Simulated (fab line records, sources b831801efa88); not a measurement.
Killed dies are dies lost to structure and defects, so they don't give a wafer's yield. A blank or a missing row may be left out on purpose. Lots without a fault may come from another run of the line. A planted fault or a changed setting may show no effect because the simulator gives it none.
Chamber matching | flow sky130 | SKY_FIELD_ISO_ETCH_17 on rie_si-01: 4 sister chambers
The step etches Si in HBr/Cl2/O2, target depth 342 nm, time 97.7 s. 18 wafers are shown with their chamber, then 9 later ones without.

WAFERS WITH THEIR CHAMBER
wafer  | chamber | drypump_motor_current_A (A) | oes_product_au (a.u.) | throttle_valve_pct (%)
L922.1 | 2       | 6.3                         | 0.975                 | 25.694
L922.5 | 2       | 6.4                         | 0.987                 | 25.657
L922.6 | 1       | 5.6                         | 0.979                 | 25.662
L924.4 | 0       | 6.2                         | 1.002                 | 25.671
L924.5 | 1       | 5.6                         | 1.001                 | 25.653
L924.6 | 3       | 5.3                         | 1.002                 | 25.644
L927.1 | 0       | 6.2                         | 0.998                 | 25.659
L927.3 | 3       | 5.3                         | 1.006                 | 25.660
L927.6 | 0       | 6.2                         | 1.007                 | 25.644
L930.1 | 3       | 5.3                         | 0.998                 | 25.648
L930.2 | 0       | 6.2                         | 0.986                 | 25.650
L930.3 | 2       | 6.3                         | 0.993                 | 25.656
L935.1 | 1       | 5.6                         | 0.999                 | 25.653
L935.2 | 3       | 5.3                         | 1.001                 | 25.669
L935.3 | 2       | 6.4                         | 0.988                 | 25.666
L936.1 | 1       | 5.6                         | 1.004                 | 25.656
L936.5 | 0       | 6.2                         | 1.003                 | 25.642
L936.6 | 3       | 5.3                         | 0.993                 | 25.669

SIGNATURES (means of the wafers above)
reading                 | chamber 0 | chamber 1 | chamber 2 | chamber 3 | scatter within a chamber
drypump_motor_current_A | 6.200     | 5.600     | 6.350     | 5.300     | 0.0267
oes_product_au          | 0.99920   | 0.99575   | 0.98575   | 1.00000   | 0.00808
throttle_valve_pct      | 25.65320  | 25.65600  | 25.66825  | 25.65800  | 0.0123
Rule: a wafer's distance from a chamber is the root of the sum, over the readings, of the square of ((its reading less the chamber's mean) divided by the reading's scatter). The wafer belongs to the nearest chamber; if the next one is less than 2 further off, it can't be placed. The scatter: the root of (the sum of the squares of (reading less its chamber's mean) over the shown wafers, divided by (wafers less chambers)).

WAFERS WITHOUT THEIR CHAMBER
wafer  | drypump_motor_current_A (A) | oes_product_au (a.u.) | throttle_valve_pct (%)
L937.2 | 6.4                         | 0.995                 | 25.669
L937.3 | 5.6                         | 1.009                 | 25.659
L937.4 | 5.3                         | 1.005                 | 25.650
L940.1 | 5.6                         | 1.011                 | 25.658
L940.2 | 5.3                         | 1.003                 | 25.641
L940.3 | 6.2                         | 0.994                 | 25.631
L943.2 | 5.3                         | 1.000                 | 25.656
L943.4 | 6.4                         | 0.988                 | 25.668
L943.5 | 5.7                         | 1.001                 | 25.660

WHICH CHAMBER EACH WENT THROUGH
wafer  | from the rows above | in truth
L937.2 | 2                   | 2
L937.3 | 1                   | 1
L937.4 | 3                   | 3
L940.1 | 1                   | 1
L940.2 | 3                   | 3
L940.3 | 0                   | 0
L943.2 | 3                   | 3
L943.4 | 2                   | 2
L943.5 | 1                   | 1
Placed correctly: 9 of 9. Can't be placed from these rows: 0. Placed wrongly: 0.
